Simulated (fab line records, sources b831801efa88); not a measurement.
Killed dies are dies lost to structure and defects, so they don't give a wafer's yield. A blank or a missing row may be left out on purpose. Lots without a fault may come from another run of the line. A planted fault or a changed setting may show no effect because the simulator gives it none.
Chamber matching | flow sky130 | SKY_LI_CONTACT_CMP_24 on cmp-02: 4 sister chambers
The step polishes, stops on PSG, t overpolish 20 s, target thk 0 nm. 7 wafers are shown with their chamber, then 7 later ones without.

WAFERS WITH THEIR CHAMBER
wafer  | chamber | motor_current_A (A) | slurry_filter_dp_kPa (kPa)
L813.6 | 3       | 13.1                | 13.54
L814.5 | 1       | 11.1                | 13.62
L820.1 | 0       | 11.7                | 13.40
L820.3 | 2       | 11.3                | 13.42
L820.5 | 0       | 11.2                | 13.53
L833.3 | 1       | 10.5                | 13.77
L833.4 | 2       | 12.2                | 13.34

WAFERS WITHOUT THEIR CHAMBER
wafer  | motor_current_A (A) | slurry_filter_dp_kPa (kPa)
L833.5 | 11.8                | 13.55
L834.2 | 11.8                | 13.54
L834.3 | 12.3                | 13.55
L834.4 | 13.4                | 13.57
L835.1 | 12.1                | 13.56
L835.3 | 10.6                | 13.50
L835.4 | 12.4                | 13.47

WHICH CHAMBER EACH WENT THROUGH
wafer  | from the rows above               | in truth
L833.5 | can't be placed: 0 or 2 or 1 or 3 | 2
L834.2 | can't be placed: 0 or 2 or 3 or 1 | 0
L834.3 | can't be placed: 3 or 0 or 2 or 1 | 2
L834.4 | 3                                 | 3
L835.1 | can't be placed: 0 or 3 or 2 or 1 | 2
L835.3 | can't be placed: 0 or 1 or 2      | 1
L835.4 | can't be placed: 3 or 2 or 0      | 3
Placed correctly: 1 of 7. Can't be placed from these rows: 6 (the true chamber is among the candidates in 6). Placed wrongly: 0.
How it was worked out, from the rows above alone: a wafer's distance from a chamber is the root of the sum, over the readings, of the square of ((its reading less the chamber's mean) divided by the reading's scatter). The wafer belongs to the nearest chamber; if the next one is less than 2 further off, it can't be placed. A chamber's mean is the mean of its shown wafers. The scatter: the root of (the sum of the squares of (reading less its chamber's mean) over the shown wafers, divided by (wafers less chambers)).
